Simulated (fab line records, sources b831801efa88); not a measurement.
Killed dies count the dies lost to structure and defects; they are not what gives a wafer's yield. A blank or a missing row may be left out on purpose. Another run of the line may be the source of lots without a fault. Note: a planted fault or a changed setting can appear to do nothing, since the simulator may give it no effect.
Problem report in the 8D (eight disciplines) form, filled by code ; flow sfq line ; the parts of the form that need people (team, actions taken, sign-off) are left out

== 1. THE ISSUE ==
oes product au at SFQ_TRILAYER_M3_BARC_OPEN_METAL_ETCH_100 reads a mean of 0.648 a.u. on 1 wafer of 1 lot; wafers without a fault read 0.685 a.u. with a standard deviation of 0.0044. That is -8.4 standard deviations from the usual mean.
The step: etches BARC in O2, target depth 125 nm, time 41.7 s.
The first sign was on wafer L836.6 at day 43 11:25, on rie metal-02. At this step, 15 wafers from 5 lots have a number in the record. The rule behind "out" and "out of limits": a value lying over 4 standard deviations away from the usual mean. The other wafers with a number count as sound.

== 2. WHAT IT IS, AND WHAT IT ISN'T ==
question;is;is not
which readings at this step;oes product au, run length s;drypump motor current A
which lots;L836;L825, L833, L837, L845
which wafers of those lots;L836.6;L836.1, L836.4
read on which tools;rie metal-02;rie metal-04
when;from day 43 11:25;"up to then (8 sound wafers); but 6 sound wafers of L837, L845 came after"

== 3. SUSPECTS, AND WHAT RULES EACH OUT ==
Counting: any tool at a process step up to the reading remains a suspect provided it ran every lot that is out. Sound lots after the first of them don't rule it out here, since some wafers of a struck lot are sound.
- pvd sputter-06 at SFQ_TRILAYER_M3_DEP_SPUTTER_073 (material Nb, target thk 200 nm, time 133.3 s): kept. The lot that is out, L836, ran on it at day 41 08:56; the last sound lot it ran before that was L833, at day 40 01:10.
- rie metal-02 at SFQ_TRILAYER_M3_BARC_OPEN_METAL_ETCH_100 (etches BARC in O2, target depth 125 nm, time 41.7 s): kept. The lot that is out, L836, ran on it at day 43 11:25; the last sound lot it ran before that was L833, at day 43 06:37. Its own oes product au, run length s readings are out on those wafers.
After counting, pvd sputter-06 at SFQ_TRILAYER_M3_DEP_SPUTTER_073 and rie metal-02 at SFQ_TRILAYER_M3_BARC_OPEN_METAL_ETCH_100 remain.

== 4. THE CAUSE (what the simulator had put in) ==
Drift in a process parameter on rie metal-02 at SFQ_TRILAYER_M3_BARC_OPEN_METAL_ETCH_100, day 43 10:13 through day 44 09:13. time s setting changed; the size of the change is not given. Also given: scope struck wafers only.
Counting leaves 2 suspects; this tool is one of them.

== 5. THE CHAIN OF EFFECTS, in route order ==
Each row: a reading where the mean over the struck wafers with a number is more than 3 standard deviations away from the usual. Readings are gone through only where the record gives a usual standard deviation; hours: the median, over the lots, of the time from a lot's start at the first step in this table giving one to that lot's start at this step; sigmas: the change measured in usual standard deviations.
hours;step;reading;usual;on struck wafers;change;sigmas
0;SFQ_TRILAYER_M3_BARC_OPEN_METAL_ETCH_100;oes product au;0.685 a.u.;0.648;-0.037;-8.4
0;SFQ_TRILAYER_M3_BARC_OPEN_METAL_ETCH_100;run length s;70.2 s;75.0;+4.8;+6.0
Process steps it contains:
- SFQ_TRILAYER_M3_BARC_OPEN_METAL_ETCH_100: etches BARC in O2, target depth 125 nm, time 41.7 s.

== 6. HOW IT WOULD HAVE BEEN CAUGHT EARLIER ==
In this record the first reading out of limits was taken at day 43 11:25, 1 hour after the fault began at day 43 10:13.
